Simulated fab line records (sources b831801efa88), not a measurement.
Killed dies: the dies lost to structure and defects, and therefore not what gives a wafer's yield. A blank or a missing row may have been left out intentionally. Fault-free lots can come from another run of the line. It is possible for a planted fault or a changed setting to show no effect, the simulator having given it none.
fab line records | flow gf180mcu
record: lots: 24 wafers: 72 last-day: 34
route steps=602 shown POLY_GATE@167 HV_LDD@222 V2@398 M4@458 V4@491
lots untouched by any fault: they come from a run of this same line in which no faults occurred
start-h: hours from the record's opening day to when the first of the lot's shown wafers began | wait-h: hours elapsed since this lot's preceding step | " as in the row above | L1.1+2: a single row standing in for several wafers | - value missing, or start not given | * or withheld: withheld | < > ~ a bound
route shown NAME@n: a module of which the file shows steps, and the number in the route of the first | usual: mean/standard deviation taken from wafers without a fault | same: alike in all rows | chamber/n: place in a boat | sites: each site's reading | _std_site: how widely they spread, as a standard deviation | _edge_site: inner sites' mean taken away from outer sites' mean | radius-mm: for every site, how far away it sits from the centre of the wafer | mask NAME#n: copy n | behind: the last tool/chamber to shape the wafer | hold: reason for holding the lot/hours on hold/outcome of the hold | device: transistor that didn't switch, given as n, p or np | end of line: tests run on the same wafers once the route is complete | where a step has no rows: the recipe by itself | killed: the dies lost at the first sort to structure and to defects; this is not the yield of the wafer | map: dies across one wafer; x = killed, . = not, _ = none there
set.NAME: the setting as run; set.NAME@STEP: as run at that earlier step | model.NAME: the simulator's own value behind a step, which no gauge read
route steps across a sampled set of lots; one table per step, one row per wafer
services: when a tool's chamber went out of use (start-h, in hours from the record's first day, below 0 if earlier), for how many hours, and the reason
== steps ==
step: GF_POLY_GATE_CD_MEAS_10
recipe: target-cd-nm: 280
usual: cd-nm: 280.0/1.3
columns lot.wafer tool chamber start-h wait-h cd-nm
L075.4 cd-sem-02 - 205.94 0.1 280.2
L075.5 " - " " 280.1
L075.6 " - " " 280.0
L074.1 cd-sem-02 - 207.80 0.1 277.8
L074.3 " - " " 277.0
L074.6 " - " " 276.2
L076.1 cd-sem-01 - 214.76 0.1 280.0
L076.3 " - " " 280.4
L076.4 " - " " 279.3
L077.1 cd-sem-01 - 222.03 0.1 280.3
L077.5 " - " " 280.1
L077.6 " - " " 280.8
L078.1 cd-sem-02 - 222.11 0.1 279.5
L078.2 " - " " 279.6
L078.4 " - " " 279.1
L079.2 cd-sem-01 - 230.78 0.1 280.5
L079.4 " - " " 280.1
L079.5 " - " " 280.1
L080.1 cd-sem-01 - 238.11 0.1 280.7
L080.4 " - " " 280.5
L080.5 " - " " 280.7
L081.1 cd-sem-01 - 246.71 0.1 277.8
L081.2 " - " " 276.6
L081.3 " - " " 277.0
L082.3 cd-sem-01 - 250.40 0.1 281.1
L082.4 " - " " 281.5
L082.6 " - " " 281.8
L083.2 cd-sem-01 - 255.62 0.1 281.6
L083.4 " - " " 279.9
L083.6 " - " " 279.7
L084.2 cd-sem-02 - 263.18 0.1 279.2
L084.3 " - " " 279.2
L084.5 " - " " 279.5
L085.3 cd-sem-02 - 272.64 0.1 280.7
L085.4 " - " " 280.1
L085.6 " - " " 280.2
L086.2 cd-sem-02 - 273.75 0.1 280.0
L086.3 " - " " 280.2
L086.4 " - " " 279.9
L087.1 cd-sem-02 - 292.86 0.1 279.8
L087.4 " - " " 280.7
L087.5 " - " " 280.6
L088.1 cd-sem-02 - 298.90 0.1 280.9
L088.3 " - " " 280.6
L088.6 " - " " 280.8
L089.4 cd-sem-02 - 308.11 0.1 280.9
L089.5 " - " " 281.4
L089.6 " - " " 281.7
L090.1 cd-sem-02 - 310.83 0.1 281.2
L090.3 " - " " 280.4
L090.5 " - " " 279.9
L091.3 cd-sem-01 - 334.04 0.1 278.9
L091.5 " - " " 279.9
L091.6 " - " " 280.3
L092.1 cd-sem-02 - 343.65 0.1 278.1
L092.2 " - " " 278.1
L092.6 " - " " 278.4
L093.1 cd-sem-01 - 344.00 0.1 279.2
L093.2 " - " " 279.3
L093.4 " - " " 277.9
L095.2 cd-sem-02 - 356.28 0.1 280.8
L095.4 " - " " 280.7
L095.5 " - " " 280.4
L094.2 cd-sem-02 - 359.80 0.1 281.0
L094.5 " - " " 281.8
L094.6 " - " " 280.0
L096.1 cd-sem-01 - 373.16 0.1 279.4
L096.2 " - " " 279.6
L096.6 " - " " 279.2
L097.1 cd-sem-02 - 376.56 0.1 280.6
L097.2 " - " " 281.1
L097.4 " - " " 279.1
step: GF_HV_LDD_CD_MEAS_46
recipe: target-cd-nm: 400
usual: cd-nm: 399.6/2.4
columns lot.wafer tool chamber start-h wait-h cd-nm
L075.4 cd-sem-02 - 283.70 0.1 398.5
L075.5 " - " " 397.2
L075.6 " - " " 395.5
L074.1 cd-sem-02 - 286.90 0.1 399.4
L074.3 " - " " 396.6
L074.6 " - " " 399.0
L076.1 cd-sem-02 - 294.00 0.1 401.3
L076.3 " - " " 400.4
L076.4 " - " " 400.8
L077.1 cd-sem-01 - 301.31 0.1 403.5
L077.5 " - " " 403.7
L077.6 " - " " 400.3
L078.1 cd-sem-02 - 301.99 0.1 402.6
L078.2 " - " " 401.8
L078.4 " - " " 400.7
L079.2 cd-sem-01 - 312.22 0.2 397.0
L079.4 " - " " 397.5
L079.5 " - " " 399.8
L080.1 cd-sem-01 - 317.56 0.1 402.2
L080.4 " - " " 402.0
L080.5 " - " " 402.5
L081.1 cd-sem-02 - 327.91 0.1 400.2
L081.2 " - " " 402.4
L081.3 " - " " 401.1
L082.3 cd-sem-02 - 333.98 0.1 400.1
L082.4 " - " " 398.6
L082.6 " - " " 398.9
L083.2 cd-sem-02 - 341.06 0.1 397.9
L083.4 " - " " 396.6
L083.6 " - " " 395.0
L084.2 cd-sem-01 - 350.17 0.1 401.1
L084.3 " - " " 398.3
L084.5 " - " " 401.8
L085.3 cd-sem-02 - 358.09 0.1 396.1
L085.4 " - " " 396.0
L085.6 " - " " 395.8
L086.2 cd-sem-02 - 358.37 0.1 400.7
L086.3 " - " " 398.4
L086.4 " - " " 400.7
L087.1 cd-sem-02 - 380.80 0.1 402.9
L087.4 " - " " 404.0
L087.5 " - " " 401.6
L088.1 cd-sem-01 - 386.79 0.1 398.1
L088.3 " - " " 396.3
L088.6 " - " " 396.5
L089.4 cd-sem-02 - 396.86 0.1 403.8
L089.5 " - " " 405.5
L089.6 " - " " 404.9
L090.1 cd-sem-01 - 403.24 0.1 398.0
L090.3 " - " " 397.5
L090.5 " - " " 398.8
L091.3 cd-sem-01 - 427.64 0.1 399.0
L091.5 " - " " 399.6
L091.6 " - " " 397.5
L092.1 cd-sem-01 - 437.20 0.1 399.8
L092.2 " - " " 399.0
L092.6 " - " " 401.0
L093.1 cd-sem-01 - 438.48 0.1 398.9
L093.2 " - " " 399.0
L093.4 " - " " 400.1
L095.2 cd-sem-02 - 451.85 0.1 396.0
L095.4 " - " " 397.5
L095.5 " - " " 396.1
L094.2 cd-sem-01 - 457.70 0.1 398.2
L094.5 " - " " 398.4
L094.6 " - " " 400.0
L096.1 cd-sem-02 - 468.13 0.1 402.7
L096.2 " - " " 400.0
L096.6 " - " " 398.9
L097.1 cd-sem-02 - 473.08 0.1 397.4
L097.2 " - " " 398.3
L097.4 " - " " 398.6
step: GF_V2_ETCH_16
recipe: chemistry: N2/H2 target-depth-a: withheld overetch-a: withheld time-s: withheld target: BARC ion-energy-ev: 200 source-w: 500 bias-w: 100 pressure-mtorr: 30 n2-flow-sccm: 100 h2-flow-sccm: 200
usual: drypump-motor-current-A: 5.7/0.59 oes-product-au: 0.854/0.0048 throttle-valve-pct: 13.225/0.0096
columns lot.wafer tool chamber start-h wait-h drypump-motor-current-A oes-product-au throttle-valve-pct
L075.4 rie-diel-01 3 470.36 0.0 4.9 0.855 13.238
L075.5 " 1 " " 6.5 0.861 13.218
L075.6 " 2 " " 5.6 0.856 13.226
L074.1 rie-diel-04 0 474.10 0.0 6.0 0.853 13.225
L074.3 " 1 " " 5.4 0.850 13.219
L074.6 " 0 " " 6.0 0.853 13.228
L076.1 rie-diel-03 3 483.10 0.0 5.1 0.856 13.235
L076.3 " 0 " " 4.8 0.849 13.242
L076.4 " 2 " " 5.3 0.855 13.238
L077.1 rie-diel-03 0 492.16 0.0 4.8 0.856 13.242
L077.5 " 3 " " 5.1 0.861 13.222
L077.6 " 2 " " 5.3 0.859 13.208
L078.1 rie-diel-01 1 493.95 0.0 6.5 0.861 13.222
L078.2 " 2 " " 5.5 0.845 13.232
L078.4 " 1 " " 6.5 0.852 13.226
L079.2 rie-diel-03 0 505.41 0.0 4.8 0.863 13.210
L079.4 " 3 " " 5.1 0.852 13.215
L079.5 " 3 " " 5.1 0.857 13.219
L080.1 rie-diel-04 0 512.84 0.0 6.0 0.846 13.227
L080.4 " 1 " " 5.4 0.858 13.227
L080.5 " 0 " " 6.0 0.856 13.226
L081.1 rie-diel-04 2 522.66 0.0 5.9 0.853 13.220
L081.2 " 3 " " 6.1 0.856 13.220
L081.3 " 0 " " 6.0 0.849 13.222
L082.3 rie-diel-03 3 531.26 0.0 5.1 0.847 13.219
L082.4 " 2 " " 5.3 0.857 13.220
L082.6 " 2 " " 5.3 0.852 13.226
L083.2 rie-diel-03 1 538.59 0.0 6.8 0.857 13.224
L083.4 " 0 " " 4.8 0.848 13.227
L083.6 " 3 " " 5.1 0.843 13.221
L084.2 rie-diel-04 2 546.05 0.0 5.9 0.853 13.227
L084.3 " 1 " " 5.4 0.852 13.230
L084.5 " 2 " " 6.0 0.859 13.225
L085.3 rie-diel-04 1 555.49 0.0 5.4 0.854 13.212
L085.4 " 2 " " 5.9 0.855 13.219
L085.6 " 3 " " 6.1 0.849 13.249
L086.2 rie-diel-03 2 556.44 0.0 5.4 0.853 13.227
L086.3 " 0 " " 4.8 0.856 13.218
L086.4 " 1 " " 6.8 0.854 13.219
L087.1 rie-diel-04 0 579.90 0.0 6.0 0.857 13.234
L087.4 " 1 " " 5.4 0.851 13.217
L087.5 " 3 " " 6.1 0.852 13.241
L088.1 rie-diel-01 0 584.85 0.0 5.6 0.857 13.239
L088.3 " 2 " " 5.5 0.847 13.234
L088.6 " 1 " " 6.5 0.856 13.215
L089.4 rie-diel-01 0 590.80 0.0 5.6 0.855 13.239
L089.5 " 0 " " 5.6 0.849 13.201
L089.6 " 1 " " 6.5 0.856 13.229
L090.1 rie-diel-04 1 596.90 0.0 5.4 0.858 13.217
L090.3 " 2 " " 6.0 0.859 13.236
L090.5 " 1 " " 5.4 0.866 13.225
L091.3 rie-diel-01 3 620.61 0.0 5.0 0.858 13.210
L091.5 " 0 " " 5.6 0.855 13.220
L091.6 " 1 " " 6.5 0.861 13.227
L092.1 rie-diel-03 0 630.45 0.0 4.8 0.861 13.216
L092.2 " 3 " " 5.1 0.855 13.231
L092.6 " 3 " " 5.1 0.861 13.223
L093.1 rie-diel-04 3 631.14 0.0 6.1 0.852 13.229
L093.2 " 0 " " 6.0 0.856 13.219
L093.4 " 1 " " 5.4 0.856 13.232
L095.2 rie-diel-03 2 640.61 0.0 5.3 0.858 13.231
L095.4 " 1 " " 6.8 0.855 13.234
L095.5 " 0 " " 4.8 0.854 13.230
L094.2 rie-diel-03 3 649.36 0.0 5.2 0.862 13.212
L094.5 " 1 " " 6.8 0.854 13.227
L094.6 " 2 " " 5.4 0.854 13.228
L096.1 rie-diel-04 2 653.54 0.0 5.9 0.851 13.223
L096.2 " 0 " " 6.0 0.840 13.228
L096.6 " 2 " " 5.9 0.858 13.221
L097.1 rie-diel-03 2 658.74 0.0 5.3 0.859 13.225
L097.2 " 1 " " 6.7 0.847 13.230
L097.4 " 0 " " 4.7 0.855 13.226
step: GF_M4_SPUTTER_02
recipe: material: AlCu target-thk-nm: 450 power-w: 10600 time-s: 23.9 chamber-pressure-pa: 0.4
usual: throttle-valve-pct: 30.2/1.6
columns lot.wafer tool chamber start-h wait-h throttle-valve-pct
L075.4 pvd-sputter-03 - 520.53 0.0 27.2
L075.5 " - " " 31.1
L075.6 " - " " 29.6
L074.1 pvd-sputter-03 - 525.59 0.0 31.0
L074.3 " - " " 29.8
L074.6 " - " " 29.4
L076.1 pvd-sputter-03 - 534.59 0.0 31.3
L076.3 " - " " 29.4
L076.4 " - " " 27.3
L077.1 pvd-sputter-01 - 542.62 0.0 30.9
L077.5 " - " " 30.9
L077.6 " - " " 29.8
L078.1 pvd-sputter-04 - 544.20 0.0 28.7
L078.2 " - " " 28.3
L078.4 " - " " 30.7
L079.2 pvd-sputter-01 - 555.70 0.0 32.5
L079.4 " - " " 33.0
L079.5 " - " " 32.3
L080.1 pvd-sputter-01 - 562.37 0.0 30.6
L080.4 " - " " 32.4
L080.5 " - " " 32.6
L081.1 pvd-sputter-01 - 572.54 0.0 32.3
L081.2 " - " " 29.9
L081.3 " - " " 33.1
L082.3 pvd-sputter-01 - 580.57 0.0 32.8
L082.4 " - " " 29.9
L082.6 " - " " 30.6
L083.2 pvd-sputter-03 - 587.39 0.0 30.8
L083.4 " - " " 29.5
L083.6 " - " " 27.2
L084.2 pvd-sputter-04 - 594.31 0.0 30.8
L084.3 " - " " 28.2
L084.5 " - " " 30.6
L085.3 pvd-sputter-01 - 603.94 0.0 32.5
L085.4 " - " " 29.7
L085.6 " - " " 32.6
L086.2 pvd-sputter-04 - 604.29 0.0 30.9
L086.3 " - " " 29.5
L086.4 " - " " 29.1
L087.1 pvd-sputter-01 - 627.90 0.0 30.9
L087.4 " - " " 33.0
L087.5 " - " " 29.6
L088.1 pvd-sputter-01 - 631.22 0.0 32.3
L088.3 " - " " 30.9
L088.6 " - " " 31.0
L089.4 pvd-sputter-03 - 637.18 0.0 29.8
L089.5 " - " " 26.9
L089.6 " - " " 30.1
L090.1 pvd-sputter-04 - 642.47 0.0 29.7
L090.3 " - " " 28.2
L090.5 " - " " 28.1
L091.3 pvd-sputter-01 - 665.67 0.0 30.1
L091.5 " - " " 30.9
L091.6 " - " " 30.1
L092.1 pvd-sputter-01 - 675.29 0.0 29.8
L092.2 " - " " 32.8
L092.6 " - " " 29.8
L093.1 pvd-sputter-03 - 675.72 0.0 30.1
L093.2 " - " " 30.9
L093.4 " - " " 29.6
L095.2 pvd-sputter-04 - 684.50 0.0 29.0
L095.4 " - " " 28.2
L095.5 " - " " 28.2
L094.2 pvd-sputter-03 - 691.27 0.0 27.0
L094.5 " - " " 29.9
L094.6 " - " " 27.4
L096.1 pvd-sputter-04 - 697.08 0.0 28.1
L096.2 " - " " 30.0
L096.6 " - " " 30.7
L097.1 pvd-sputter-04 - 701.92 0.0 30.6
L097.2 " - " " 28.4
L097.4 " - " " 29.6
step: GF_V4_OVL_MEAS_15
usual: V4_OVL: -2/5.2
columns lot.wafer tool chamber start-h wait-h V4_OVL[nm]
L075.4 overlay-01 - 566.67 0.1 13
L075.5 " - " " 5
L075.6 " - " " 4
L074.1 overlay-02 - 572.25 0.1 -9
L074.3 " - " " -13
L074.6 " - " " -4
L076.1 overlay-01 - 580.72 0.1 0
L076.3 " - " " 0
L076.4 " - " " -3
L077.1 overlay-01 - 587.95 0.1 -7
L077.5 " - " " 0
L077.6 " - " " -5
L078.1 overlay-02 - 589.22 0.1 -6
L078.2 " - " " 4
L078.4 " - " " 2
L079.2 overlay-01 - 599.81 0.1 -4
L079.4 " - " " -5
L079.5 " - " " -3
L080.1 overlay-01 - 606.82 0.1 -5
L080.4 " - " " 3
L080.5 " - " " 0
L081.1 overlay-01 - 616.61 0.1 1
L081.2 " - " " -3
L081.3 " - " " 5
L082.3 overlay-01 - 624.18 0.1 -7
L082.4 " - " " -10
L082.6 " - " " -7
L083.2 overlay-01 - 631.18 0.1 -17
L083.4 " - " " -7
L083.6 " - " " -13
L084.2 overlay-01 - 637.58 0.1 4
L084.3 " - " " -9
L084.5 " - " " -2
L085.3 overlay-02 - 646.63 0.1 1
L085.4 " - " " 1
L085.6 " - " " -1
L086.2 overlay-02 - 647.32 0.1 -3
L086.3 " - " " -8
L086.4 " - " " -4
L087.1 overlay-02 - 669.46 0.1 2
L087.4 " - " " -4
L087.5 " - " " -4
L088.1 overlay-02 - 672.10 0.1 -2
L088.3 " - " " -5
L088.6 " - " " -2
L089.4 overlay-01 - 678.02 0.1 6
L089.5 " - " " 4
L089.6 " - " " 13
L090.1 overlay-02 - 683.37 0.1 -3
L090.3 " - " " -2
L090.5 " - " " -9
L091.3 overlay-02 - 704.68 0.1 8
L091.5 " - " " -1
L091.6 " - " " -10
L093.1 overlay-01 - 714.25 0.1 -2
L093.2 " - " " -7
L093.4 " - " " 7
L092.1 overlay-02 - 715.02 0.1 -9
L092.2 " - " " -2
L092.6 " - " " 8
L095.2 overlay-02 - 723.16 0.1 3
L095.4 " - " " 1
L095.5 " - " " -4
L094.2 overlay-01 - 729.41 0.1 -6
L094.5 " - " " -5
L094.6 " - " " -2
L096.1 overlay-02 - 733.62 0.1 4
L096.2 " - " " -4
L096.6 " - " " 3
L097.1 overlay-01 - 739.12 0.1 -1
L097.2 " - " " -5
L097.4 " - " " -6
step: GF_V4_CMP_26
recipe: stop-on: SiO2 down-force-psi: 3.5 platen-rpm: 60 t-overpolish-s: 15 target-thk-nm: 0 pad-velocity-m-s: 0.94248
usual: motor-current-A: 10.5/0.72 overpolish-run-s: 15.000/0.0088 platen-rpm: 60.00/0.038 time-to-endpoint-s: 83/4.2
columns lot.wafer tool chamber start-h wait-h motor-current-A overpolish-run-s platen-rpm time-to-endpoint-s
L075.4 cmp-01 1 567.84 0.1 10.7 15.014 59.99 80
L075.5 " 3 " " 9.6 14.997 59.93 78
L075.6 " 0 " " 11.5 14.989 60.00 74
L074.3 cmp-01 2 573.54 0.2 9.8 15.000 60.05 80
L074.1 " 0 " " 11.9 15.001 60.03 69
L074.6 " 2 " " 9.6 15.001 60.03 77
L076.3 cmp-01 0 581.87 0.1 11.5 15.012 59.96 73
L076.4 " 1 " " 11.1 14.992 59.97 83
L076.1 " 2 " " 9.8 14.985 60.01 83
L077.1 cmp-01 1 589.16 0.1 11.0 14.993 59.90 82
L077.6 " 3 " " 9.7 15.017 59.97 82
L077.5 " 0 " " 11.4 15.011 60.07 76
L078.2 cmp-01 3 590.38 0.1 9.5 15.001 59.99 84
L078.4 " 0 " " 11.3 15.000 60.02 76
L078.1 " 1 " " 10.5 15.000 59.97 80
L079.2 cmp-02 3 600.89 0.0 10.6 14.993 60.06 82
L079.4 " 2 " " 10.2 15.009 59.98 82
L079.5 " 0 " " 10.4 14.994 60.04 81
L080.4 cmp-02 0 608.30 0.1 10.6 15.000 59.96 78
L080.1 " 1 " " 10.8 14.992 59.98 80
L080.5 " 3 " " 11.3 15.009 59.94 78
L081.2 cmp-01 3 617.70 0.0 9.7 14.990 59.93 86
L081.3 " 0 " " 11.4 14.999 60.02 78
L081.1 " 1 " " 10.6 15.003 60.00 84
L082.3 cmp-02 0 625.25 0.0 10.6 15.004 59.97 76
L082.4 " 2 " " 9.6 15.002 59.94 79
L082.6 " 0 " " 11.3 14.992 60.01 77
L083.4 cmp-01 2 632.54 0.2 9.5 15.019 60.00 82
L083.2 " 3 " " 9.8 15.019 59.99 85
L083.6 " 1 " " 11.1 15.002 59.93 85
L084.2 cmp-01 0 638.69 0.0 11.5 14.997 60.01 74
L084.3 " 3 " " 9.9 14.986 59.99 84
L084.5 " 1 " " 11.0 14.989 59.99 82
L085.4 cmp-01 3 647.70 0.0 9.2 14.994 59.98 85
L085.3 " 2 " " 9.2 14.993 60.03 82
L085.6 " 0 " " 11.7 14.993 60.07 75
L086.2 cmp-02 3 648.40 0.0 10.4 15.002 60.00 80
L086.3 " 1 " " 10.9 15.005 59.97 83
L086.4 " 2 " " 9.6 15.010 60.00 81
L087.4 cmp-02 3 670.60 0.1 10.6 15.011 60.01 77
L087.1 " 0 " " 10.4 14.999 59.99 79
L087.5 " 2 " " 9.8 15.003 60.01 81
L088.3 cmp-02 1 673.29 0.1 11.6 15.013 59.99 86
L088.1 " 2 " " 9.4 14.979 60.03 82
L088.6 " 3 " " 11.5 14.988 60.03 83
L089.4 cmp-02 2 679.17 0.1 9.6 15.011 60.00 88
L089.6 " 1 " " 11.1 14.990 59.97 92
L089.5 " 2 " " 9.7 14.996 60.00 90
L090.1 cmp-01 2 684.47 0.1 9.8 15.005 59.99 90
L090.3 " 3 " " 9.3 15.006 60.11 85
L090.5 " 3 " " 9.2 14.990 60.00 88
L091.3 cmp-02 1 706.06 0.3 11.3 15.024 59.98 86
L091.5 " 0 " " 10.8 15.000 60.00 81
L091.6 " 1 " " 10.6 15.007 60.04 87
L093.1 cmp-02 3 715.35 0.1 11.2 15.008 60.02 88
L093.4 " 0 " " 10.5 14.996 59.97 87
L093.2 " 1 " " 11.9 14.999 60.00 88
L092.1 cmp-02 2 716.11 0.1 9.8 14.999 59.92 85
L092.2 " 3 " " 10.9 14.995 59.98 84
L092.6 " 2 " " 9.9 15.002 60.02 83
L095.4 cmp-02 3 724.24 0.0 10.6 15.010 59.97 86
L095.2 " 0 " " 11.0 14.995 59.94 87
L095.5 " 3 " " 11.0 15.005 60.00 84
L094.2 cmp-02 0 730.54 0.1 10.5 15.007 59.97 81
L094.5 " 0 " " 10.7 15.005 59.94 86
L094.6 " 1 " " 10.4 15.001 59.99 90
L096.1 cmp-02 3 734.76 0.1 10.9 15.014 60.05 82
L096.2 " 0 " " 11.0 15.008 60.01 85
L096.6 " 3 " " 10.9 14.999 59.98 84
L097.1 cmp-02 1 740.24 0.1 11.3 15.010 60.00 86
L097.2 " 2 " " 10.1 15.000 60.00 84
L097.4 " 3 " " 10.5 14.998 59.99 81
== services ==
columns tool chamber start-h hours kind
cmp-01 - 466.13 4.2 pm
rie-diel-04 0 475.95 10.2 repair
cmp-01 - 481.55 3.5 pm
cmp-01 - 497.84 1.7 repair
rie-diel-03 - 509.33 14.6 pm
pvd-sputter-01 - 519.04 3.0 repair
pvd-sputter-01 - 525.80 3.5 repair
pvd-sputter-01 - 525.99 3.7 repair
rie-diel-04 - 530.59 2.8 pm
cmp-02 - 532.18 1.6 repair
cmp-01 - 550.66 3.8 repair
cmp-02 - 556.84 0.8 repair
cmp-02 - 558.09 3.1 repair
cmp-02 - 572.00 4.0 pm
cmp-02 - 584.89 6.6 pm
rie-diel-03 3 613.62 12.3 repair
cmp-01 - 624.35 0.9 repair
cmp-02 - 632.17 4.6 pm
cmp-02 - 648.95 2.2 repair
pvd-sputter-01 - 653.32 5.3 repair
cmp-01 - 695.65 38.3 repair
pvd-sputter-01 - 698.74 11.2 repair
cmp-02 - 731.37 1.1 repair
rie-diel-03 3 732.20 43.0 repair
== key ==
fault none
